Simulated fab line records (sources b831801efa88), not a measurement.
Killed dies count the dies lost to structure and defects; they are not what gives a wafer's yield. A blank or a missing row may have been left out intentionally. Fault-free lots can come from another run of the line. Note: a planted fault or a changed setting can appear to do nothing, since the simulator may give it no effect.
fab line records ; flow sky130
[record] lots = 12; wafers = 34; last-day = 51
route steps=708 shown SONOS_ONO@185 POLY_GATE@232 LDD_N@239 LDD_P@265
lots untouched by any fault: they come from a run of this same line in which no faults occurred
start-h: hours from the record's opening day to when the first of the lot's shown wafers began ; wait-h: hours elapsed since this lot's preceding step ; " unchanged from the row above ; L1.1+2: a row that stands for several wafers ; - no value, or no start given ; * or withheld: withheld ; < > ~ a bound
route shown NAME@n: NAME is a module with steps in the file, n the number in the route of the first one ; usual: mean/standard deviation of fault-free wafers ; same: alike in all rows ; chamber/n: place in a boat ; sites: the reading at each site ; _std_site: standard deviation across them ; _edge_site: mean of outer sites minus mean of inner sites ; radius-mm: for every site, how far away it sits from the centre of the wafer ; mask NAME#n: copy n ; behind: tool/chamber where the wafer was last shaped ; hold: cause of the lot's hold/its duration in hours/its outcome ; device: the transistor (n, p or np) that didn't switch ; end of line: the tests these same wafers got at the end of their route ; for a step that has no rows: nothing shown but its recipe ; killed: the dies lost at the first sort to structure and to defects; this is not the yield of the wafer ; map: shows each die of a wafer: x if killed, . if not, _ if none is there
set.NAME: the setting as run; set.NAME@STEP: as run at that earlier step ; model.NAME: the simulator's own value behind a step, which no gauge read
the route's steps for a sample of lots (tables are steps, rows are wafers)
services: the hour from which a tool's chamber was out of use, counted from the record's first day as start-h (under 0 if before that day), plus the number of hours and why
[[steps]]
[step SKY_SONOS_ONO_STRIP_17]
[recipe] chemistry = O2/N2; power-w = 1400; pressure-mtorr = 1500; platen-temp-c = withheld; o2-flow-sccm = 3000; n2-flow-sccm = 300; overash-fraction = 0.5
[usual] drypump-motor-current-A = 5.2/0.46; o2-flow-sccm = 3000/9.7; oes-product-au = 0.710/0.0041; strip-time-to-endpoint-s = 14.09/0.044
lot.wafer;tool;chamber;start-h;wait-h;drypump-motor-current-A;o2-flow-sccm;oes-product-au;rf-hours-counter-h;strip-time-to-endpoint-s
L468.1;plasma-asher-01;0;274.99;0.0;5.9;3008;0.710;16;14.08
L468.3;plasma-asher-01;1;274.99;0.0;4.6;3011;0.715;-;14.04
L468.6;plasma-asher-01;0;274.99;0.0;5.9;2982;0.712;-;14.03
L470.1;plasma-asher-04;0;292.98;0.0;4.9;3001;0.712;59;14.10
L470.3;plasma-asher-04;0;292.98;0.0;4.9;2993;0.711;-;14.11
L470.5;plasma-asher-04;1;292.98;0.0;5.2;3002;0.701;-;14.11
L471.1;plasma-asher-01;0;298.73;0.0;5.9;2996;0.711;18;14.06
L471.2;plasma-asher-01;1;298.73;0.0;4.6;3000;0.703;18;14.08
L471.3;plasma-asher-01;0;298.73;0.0;5.9;2992;0.714;-;14.12
L472.2;plasma-asher-04;1;307.78;0.0;5.2;2993;0.712;61;14.08
L472.5;plasma-asher-04;0;307.78;0.0;4.9;3010;0.712;-;14.06
L472.6;plasma-asher-04;1;307.78;0.0;5.2;2990;0.712;-;14.04
L473.2;plasma-asher-04;1;313.02;0.0;5.2;3012;0.710;61;14.07
L473.5;plasma-asher-04;0;313.02;0.0;4.9;2977;0.711;-;14.12
L473.6;plasma-asher-04;1;313.02;0.0;5.2;2997;0.708;-;14.06
L475.4;plasma-asher-01;1;344.31;0.0;4.6;2985;0.713;-;14.08
L475.5;plasma-asher-01;0;344.31;0.0;5.9;3016;0.702;-;14.05
L475.6;plasma-asher-01;1;344.31;0.0;4.6;2997;0.706;-;14.10
L482.3;plasma-asher-04;1;392.36;0.0;5.2;3001;0.704;-;14.12
L482.4;plasma-asher-04;0;392.36;0.0;4.9;3003;0.710;-;14.19
L483.1;plasma-asher-03;0;406.35;0.0;5.4;2998;0.698;70;14.18
L483.3;plasma-asher-03;0;406.35;0.0;5.4;3006;0.712;-;14.09
L488.1;plasma-asher-01;1;462.93;0.0;4.7;2999;0.718;33;14.09
L488.2;plasma-asher-01;0;462.93;0.0;6.0;2999;0.702;33;14.10
L488.6;plasma-asher-01;1;462.93;0.0;4.7;2993;0.717;-;14.09
L489.1;plasma-asher-01;1;473.42;0.0;4.7;2998;0.715;34;14.10
L489.4;plasma-asher-01;1;473.42;0.0;4.6;2996;0.710;-;14.06
L489.5;plasma-asher-01;0;473.42;0.0;5.9;2991;0.712;-;14.11
L490.1;plasma-asher-04;1;473.51;0.0;5.2;3018;0.711;79;14.09
L490.3;plasma-asher-04;0;473.51;0.0;4.9;2991;0.712;-;14.02
L490.6;plasma-asher-04;1;473.51;0.0;5.2;3013;0.705;-;14.09
L491.4;plasma-asher-04;1;482.31;0.0;5.2;3013;0.712;-;14.14
L491.5;plasma-asher-04;1;482.31;0.0;5.2;3000;0.710;-;14.17
L491.6;plasma-asher-04;0;482.31;0.0;4.9;2988;0.710;-;14.14
[step SKY_POLY_GATE_STRIP_18]
[recipe] chemistry = O2/N2; power-w = 1400; pressure-mtorr = 1500; platen-temp-c = withheld; o2-flow-sccm = 3000; n2-flow-sccm = 300; overash-fraction = 0.5
[usual] drypump-motor-current-A = 5.17/0.18; o2-flow-sccm = 3000/7.5; oes-product-au = 0.361/0.005; strip-time-to-endpoint-s = 3.16/0.046
lot.wafer;tool;chamber;start-h;wait-h;drypump-motor-current-A;o2-flow-sccm;oes-product-au;rf-hours-counter-h;strip-time-to-endpoint-s
L468.1;plasma-asher-02;1;364.62;0.1;5.40;3006;0.358;53;3.18
L468.3;plasma-asher-02;0;364.62;0.1;5.11;3002;0.372;-;3.20
L468.6;plasma-asher-02;0;364.62;0.1;5.07;3010;0.368;-;3.24
L470.1;plasma-asher-04;1;386.16;0.0;5.19;2991;0.360;70;3.10
L470.3;plasma-asher-04;0;386.16;0.0;4.94;3000;0.360;-;3.18
L470.5;plasma-asher-04;1;386.16;0.0;5.20;2994;0.355;-;3.17
L471.1;plasma-asher-04;1;390.45;0.0;5.17;3003;0.365;71;3.18
L471.2;plasma-asher-04;0;390.45;0.0;4.92;3006;0.367;71;3.25
L471.3;plasma-asher-04;0;390.45;0.0;4.94;3002;0.369;-;3.15
L472.2;plasma-asher-04;0;401.35;0.0;4.91;3011;0.352;72;3.18
L472.5;plasma-asher-04;0;401.35;0.0;4.90;2998;0.358;-;3.16
L472.6;plasma-asher-04;1;401.35;0.0;5.19;3017;0.366;-;3.17
L473.2;plasma-asher-04;0;406.81;0.0;4.94;3005;0.364;72;3.18
L473.5;plasma-asher-04;1;406.81;0.0;5.19;3004;0.363;-;3.17
L473.6;plasma-asher-04;0;406.81;0.0;4.94;3001;0.363;-;3.16
L475.4;plasma-asher-04;0;441.95;0.1;4.92;3010;0.361;-;3.16
L475.5;plasma-asher-04;1;441.95;0.1;5.20;2997;0.354;-;3.12
L475.6;plasma-asher-04;0;441.95;0.1;4.92;3011;0.360;-;3.23
L482.3;plasma-asher-02;1;497.84;0.1;5.41;3006;0.357;-;3.18
L482.4;plasma-asher-02;0;497.84;0.1;5.07;3014;0.361;-;3.16
L483.1;plasma-asher-02;0;512.76;0.0;5.06;2987;0.373;68;3.14
L483.3;plasma-asher-02;1;512.76;0.0;5.42;2998;0.357;-;3.21
L488.1;plasma-asher-04;0;562.20;0.0;4.91;3010;0.357;88;3.17
L488.2;plasma-asher-04;1;562.20;0.0;5.19;3010;0.359;88;3.15
L488.6;plasma-asher-04;1;562.20;0.0;5.18;2989;0.364;-;3.13
L489.1;plasma-asher-04;0;573.21;0.0;4.91;2988;0.374;89;3.26
L489.4;plasma-asher-04;0;573.21;0.0;4.93;2983;0.367;-;3.23
L489.5;plasma-asher-04;1;573.21;0.0;5.19;3001;0.359;-;3.20
L490.1;plasma-asher-02;1;574.75;0.0;5.42;2993;0.371;74;3.19
L490.3;plasma-asher-02;0;574.75;0.0;5.06;2999;0.358;-;3.10
L490.6;plasma-asher-02;1;574.75;0.0;5.42;2986;0.364;-;3.17
L491.4;plasma-asher-02;0;583.19;0.0;5.04;3016;0.360;-;3.09
L491.5;plasma-asher-02;1;583.19;0.0;5.42;3006;0.358;-;3.07
L491.6;plasma-asher-02;0;583.19;0.0;5.07;3001;0.361;-;3.18
[step SKY_LDD_N_COAT_02]
[recipe] resist = NOVOLAK; spin-rpm = 3000; resist-thk-nm = 300
lot.wafer;tool;chamber;start-h;wait-h
L468.1+3+6;litho-track-02;0;380.42;0.1
L470.1+3+5;litho-track-04;0;403.27;0.1
L471.1+2+3;litho-track-02;0;410.27;0.1
L472.2+5+6;litho-track-04;0;418.79;0.1
L473.2+5+6;litho-track-04;0;425.54;0.1
L475.4+5+6;litho-track-02;0;459.59;0.1
L482.3+4;litho-track-02;0;515.42;0.1
L483.1+3;litho-track-02;0;528.82;0.1
L488.1+2+6;litho-track-04;0;579.01;0.1
L489.1+4+5;litho-track-04;0;590.11;0.1
L490.1+3+6;litho-track-03;0;591.01;0.1
L491.4+5+6;litho-track-03;0;601.08;0.1
[step SKY_LDD_N_STRIP_16]
[recipe] chemistry = O2/N2; power-w = 1400; pressure-mtorr = 1500; platen-temp-c = withheld; o2-flow-sccm = 3000; n2-flow-sccm = 300; overash-fraction = 0.5
[usual] drypump-motor-current-A = 5.3/0.53; o2-flow-sccm = 3000/8.1; oes-product-au = 0.407/0.0041; strip-time-to-endpoint-s = 4.321/0.014
lot.wafer;tool;chamber;start-h;wait-h;drypump-motor-current-A;o2-flow-sccm;oes-product-au;rf-hours-counter-h;strip-time-to-endpoint-s
L468.1;plasma-asher-03;1;396.11;0.1;5.2;3002;0.411;69;4.313
L468.3;plasma-asher-03;1;396.11;0.1;5.2;2997;0.400;-;4.307
L468.6;plasma-asher-03;0;396.11;0.1;5.4;2996;0.405;-;4.307
L470.1;plasma-asher-01;1;419.80;0.1;4.6;2996;0.408;28;4.320
L470.3;plasma-asher-01;1;419.80;0.1;4.6;2983;0.406;-;4.316
L470.5;plasma-asher-01;1;419.80;0.1;4.6;3001;0.409;-;4.341
L471.1;plasma-asher-01;1;427.21;0.1;4.6;3005;0.407;29;4.299
L471.2;plasma-asher-01;0;427.21;0.1;5.9;2998;0.408;29;4.297
L471.3;plasma-asher-01;0;427.21;0.1;5.9;2997;0.407;-;4.310
L472.2;plasma-asher-03;1;435.31;0.1;5.2;3002;0.402;0;4.304
L472.5;plasma-asher-03;0;435.31;0.1;5.4;2996;0.412;-;4.312
L472.6;plasma-asher-03;1;435.31;0.1;5.2;3019;0.399;-;4.328
L473.2;plasma-asher-03;0;442.85;0.1;5.4;3003;0.405;1;4.322
L473.5;plasma-asher-03;0;442.85;0.1;5.4;3000;0.406;-;4.320
L473.6;plasma-asher-03;1;442.85;0.1;5.2;2993;0.403;-;4.330
L475.4;plasma-asher-01;0;476.93;0.1;5.9;3013;0.405;-;4.312
L475.5;plasma-asher-01;1;476.93;0.1;4.6;2985;0.410;-;4.310
L475.6;plasma-asher-01;0;476.93;0.1;5.9;3012;0.410;-;4.309
L482.3;plasma-asher-03;0;531.59;0.1;5.4;2990;0.412;-;4.429
L482.4;plasma-asher-03;1;531.59;0.1;5.2;3005;0.411;-;4.442
L483.1;plasma-asher-04;0;546.00;0.1;4.9;2997;0.401;87;4.328
L483.3;plasma-asher-04;0;546.00;0.1;4.9;3008;0.414;-;4.477
L488.1;plasma-asher-01;0;594.80;0.1;5.9;3014;0.402;46;4.331
L488.2;plasma-asher-01;1;594.80;0.1;4.6;3003;0.406;46;4.312
L488.6;plasma-asher-01;1;594.80;0.1;4.7;2988;0.407;-;4.325
L489.1;plasma-asher-01;0;606.55;0.1;5.9;3007;0.406;47;4.327
L489.4;plasma-asher-01;1;606.55;0.1;4.7;2997;0.399;-;4.325
L489.5;plasma-asher-01;1;606.55;0.1;4.6;2995;0.408;-;4.330
L490.1;plasma-asher-01;1;607.50;0.1;4.7;2992;0.404;47;4.331
L490.3;plasma-asher-01;0;607.50;0.1;5.9;2998;0.405;-;4.323
L490.6;plasma-asher-01;0;607.50;0.1;5.9;2995;0.404;-;4.351
L491.4;plasma-asher-01;0;616.68;0.1;5.9;3000;0.409;-;4.324
L491.5;plasma-asher-01;1;616.68;0.1;4.6;3005;0.408;-;4.322
L491.6;plasma-asher-01;0;616.68;0.1;5.9;3002;0.404;-;4.346
[step SKY_LDD_P_STRIP_10]
[recipe] chemistry = O2/N2; power-w = 1400; pressure-mtorr = 1500; platen-temp-c = withheld; o2-flow-sccm = 3000; n2-flow-sccm = 300; overash-fraction = 0.5
[usual] drypump-motor-current-A = 5.3/0.47; o2-flow-sccm = 3000/8.5; oes-product-au = 0.715/0.0048; strip-time-to-endpoint-s = 14.20/0.038
lot.wafer;tool;chamber;start-h;wait-h;drypump-motor-current-A;o2-flow-sccm;oes-product-au;rf-hours-counter-h;strip-time-to-endpoint-s
L468.1;plasma-asher-01;1;426.72;0.1;4.6;3009;0.716;29;14.20
L468.3;plasma-asher-01;0;426.72;0.1;5.9;2991;0.717;-;14.15
L468.6;plasma-asher-01;1;426.72;0.1;4.6;2992;0.716;-;14.16
L470.1;plasma-asher-02;0;451.42;0.1;5.1;2993;0.714;62;14.20
L470.3;plasma-asher-02;1;451.42;0.1;5.4;3001;0.715;-;14.23
L470.5;plasma-asher-02;0;451.42;0.1;5.1;2987;0.726;-;14.24
L471.1;plasma-asher-01;0;459.32;0.1;5.9;2999;0.710;33;14.18
L471.2;plasma-asher-01;1;459.32;0.1;4.6;3006;0.711;33;14.20
L471.3;plasma-asher-01;1;459.32;0.1;4.6;2997;0.713;-;14.20
L472.2;plasma-asher-03;1;466.12;0.1;5.2;2998;0.717;3;14.15
L472.5;plasma-asher-03;0;466.12;0.1;5.4;2987;0.722;-;14.18
L472.6;plasma-asher-03;1;466.12;0.1;5.2;3010;0.712;-;14.14
L473.2;plasma-asher-03;0;475.26;0.1;5.4;2993;0.718;4;14.24
L473.5;plasma-asher-03;1;475.26;0.1;5.2;3009;0.717;-;14.26
L473.6;plasma-asher-03;0;475.26;0.1;5.4;3007;0.716;-;14.18
L475.4;plasma-asher-01;1;508.25;0.1;4.7;3012;0.719;-;14.16
L475.5;plasma-asher-01;1;508.25;0.1;4.7;3014;0.717;-;14.17
L475.6;plasma-asher-01;0;508.25;0.1;5.9;3008;0.712;-;14.14
L482.3;plasma-asher-03;1;562.05;0.1;5.2;3007;0.712;-;14.20
L482.4;plasma-asher-03;0;562.05;0.1;5.4;3010;0.716;-;14.20
L483.1;plasma-asher-03;0;576.81;0.1;5.4;3004;0.719;13;14.24
L483.3;plasma-asher-03;1;576.81;0.1;5.2;3007;0.715;-;14.26
L488.1;plasma-asher-01;1;624.94;0.1;4.7;3004;0.711;49;14.24
L488.2;plasma-asher-01;0;624.94;0.1;5.9;2999;0.720;49;14.21
L488.6;plasma-asher-01;1;624.94;0.1;4.7;3006;0.721;-;14.26
L489.1;plasma-asher-03;0;635.52;0.1;5.4;2986;0.712;19;14.26
L489.4;plasma-asher-03;0;635.52;0.1;5.4;2996;0.719;-;14.25
L489.5;plasma-asher-03;1;635.52;0.1;5.2;2993;0.714;-;14.26
L490.1;plasma-asher-01;1;637.32;0.1;4.6;2995;0.725;50;14.27
L490.3;plasma-asher-01;0;637.32;0.1;5.9;2987;0.713;-;14.28
L490.6;plasma-asher-01;1;637.32;0.1;4.6;2992;0.717;-;14.26
L491.4;plasma-asher-01;0;645.95;0.1;5.9;2998;0.715;-;14.21
L491.5;plasma-asher-01;0;645.95;0.1;5.9;2994;0.708;-;14.21
L491.6;plasma-asher-01;1;645.95;0.1;4.6;3006;0.710;-;14.19
[[services]]
tool;chamber;start-h;hours;kind
plasma-asher-02;-;325.21;14.6;pm
plasma-asher-02;-;339.81;2.8;pm
plasma-asher-02;-;342.56;4.3;pm
plasma-asher-01;-;363.14;10.0;pm
plasma-asher-01;-;373.34;5.6;repair
plasma-asher-02;-;419.15;1.8;repair
plasma-asher-03;-;421.25;9.0;pm
plasma-asher-03;0;421.25;9.0;vent-cycle
plasma-asher-03;1;421.25;9.0;vent-cycle
plasma-asher-03;0;430.25;-;clean
plasma-asher-03;1;430.25;-;clean
plasma-asher-03;-;476.24;2.8;repair
plasma-asher-03;-;513.85;1.7;repair
litho-track-04;-;525.18;-;consumable-replace:filter
plasma-asher-02;-;528.27;0.7;repair
[[key]]
[first-sign] step = SKY_LDD_N_STRIP_16; reading = strip-time-to-endpoint-s; direction = up; sigmas = 9.3; usual = *; struck = *
effect none on later readings
met-at SKY_LDD_N_COAT_02
struck-lots L482,L483
struck-wafers L482.3,L482.4,L483.3
tester-left-out L482,L483
not-acting-at SKY_SONOS_ONO_STRIP_17,SKY_POLY_GATE_STRIP_18,SKY_LDD_P_STRIP_10
onset-between 459.59 515.42
[fault] kind = process-parameter-drift; tool = litho-track-02; chamber = -; onset-h = 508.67; steps = SKY_LDD_N_COAT_02; channel = resist-thk-nm; offset = 9.4714; shape = step; end-h = 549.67; scope = struck-wafers-only; acts-in = these-recipes-only; stated = 300
// tester-left-out: of these lots the tester's yield and bins aren't shown, on N5 and GAA mostly nor the transistor test; their killed dies are dies lost to structure and defects alone, not to doping, threshold or leakage, so they don't give the yield
